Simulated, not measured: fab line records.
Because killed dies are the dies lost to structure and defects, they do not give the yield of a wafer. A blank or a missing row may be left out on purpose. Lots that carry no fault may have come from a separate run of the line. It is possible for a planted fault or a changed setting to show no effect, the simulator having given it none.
Chamber matching :: flow gf180mcu :: GF_V3_CMP_26 on cmp-02: 3 sister chambers
The step polishes, stops on SiO2, t overpolish 15 s, target thk 0 nm. 3 wafers are shown with their chamber, then 5 later ones without.

## WAFERS WITH THEIR CHAMBER
wafer: L954.2
chamber: 2
time to endpoint s (s): 86

wafer: L954.4
chamber: 3
time to endpoint s (s): 89

wafer: L955.3
chamber: 1
time to endpoint s (s): 91

## WAFERS WITHOUT THEIR CHAMBER
wafer: L955.4
time to endpoint s (s): 88

wafer: L955.5
time to endpoint s (s): 88

wafer: L957.4
time to endpoint s (s): 82

wafer: L957.5
time to endpoint s (s): 85

wafer: L960.1
time to endpoint s (s): 90

## CHAMBER TAKEN BY EACH
wafer: L955.4
from the rows above: can't be placed: 3 or 2 or 1
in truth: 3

wafer: L955.5
from the rows above: can't be placed: 3 or 2 or 1
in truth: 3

wafer: L957.4
from the rows above: can't be placed: 2 or 3
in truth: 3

wafer: L957.5
from the rows above: can't be placed: 2 or 3
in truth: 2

wafer: L960.1
from the rows above: can't be placed: 1 or 3 or 2
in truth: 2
Placed correctly: 0 of 5. Cannot be placed on the basis of these rows: 5; the candidates contain the true chamber in 5. Wrongly placed: 0.
How it was worked out, from the rows above alone: a wafer's distance from a chamber is the root of the sum, over the readings, of the square of ((its reading less the chamber's mean) divided by the reading's scatter). If the next closest chamber is less than 2 further off than the closest, the wafer can't be placed; otherwise it belongs to the closest. The mean given for a chamber averages the wafers shown for that chamber. The scatter (one wafer shown for each chamber): square how far every hidden wafer sits from the nearest shown wafer, average those squares and take the square root.
